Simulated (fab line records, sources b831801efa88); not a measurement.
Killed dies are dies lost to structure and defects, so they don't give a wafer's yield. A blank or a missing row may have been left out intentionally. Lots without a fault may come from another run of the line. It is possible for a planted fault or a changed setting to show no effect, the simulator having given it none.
Which tool did it? | flow sky130 | Sampling: 6 lots, 18 wafers, 2 of 708 route steps

== WHAT THE GAUGES SHOWED, per wafer ==
SKY_SD_N_RS_MEAS_16: the measuring method here is four-point-probe.
lot  | measured     | on            | SD_N_RS (ohm/sq)
L322 | day 29 23:35 | film-metro-04 | 69.11 69.13 68.80
L326 | day 31 17:38 | film-metro-04 | 62.79 62.79 62.71
L332 | day 33 14:21 | film-metro-03 | 68.80 68.77 68.75
L336 | day 34 09:43 | film-metro-04 | 69.08 69.00 68.92
L338 | day 35 03:11 | film-metro-04 | 69.05 68.92 69.08
L340 | day 35 11:22 | film-metro-01 | 68.86 68.88 68.97

== TOOL THAT RAN EACH LOT (tool first, then ch and the chambers of the sampled wafers, then the start) ==
lot  | SKY_SD_N_RTA_14
L322 | rtp-anneal-01 ch 0, day 29 23:24
L326 | rtp-anneal-01 ch 0, day 31 17:24
L332 | rtp-anneal-02 ch 0, day 33 14:10
L336 | rtp-anneal-01 ch 0, day 34 09:31
L338 | rtp-anneal-01 ch 0, day 35 03:00
L340 | rtp-anneal-01 ch 0, day 35 11:11
- SKY_SD_N_RTA_14: time 2 s.

== THE ANSWER, worked out from the rows above alone ==
Rule: what is usual is taken from the lots themselves. Put in order of their means at a reading, lots are off if they are a third of the lots or fewer, leave a main group of 4 or more, and stand apart from it by a gap of 3 or more times the standard deviation of the main group's means; of several such gaps the widest counts. If all means in a main group match to the digits the tables above print for the reading, that group is not used. Also off: a lot with no number at a reading for which 4 or more lots have one. Where the step has rows for the other lots, those lots are counted as sound.
Off: L326, at SKY_SD_N_RS_MEAS_16 (SD_N_RS). For the main group the mean is 68.94 ohm/sq and the standard deviation 0.094.
A tool fits if, at a process step before that reading, it ran every lot that is off, and no sound lot after the first of them. The gauges at SKY_SD_N_RS_MEAS_16 are tried like those tools. Not one of the candidates tried fits.

== WHAT HAD BEEN PUT IN BY THE SIMULATOR ==
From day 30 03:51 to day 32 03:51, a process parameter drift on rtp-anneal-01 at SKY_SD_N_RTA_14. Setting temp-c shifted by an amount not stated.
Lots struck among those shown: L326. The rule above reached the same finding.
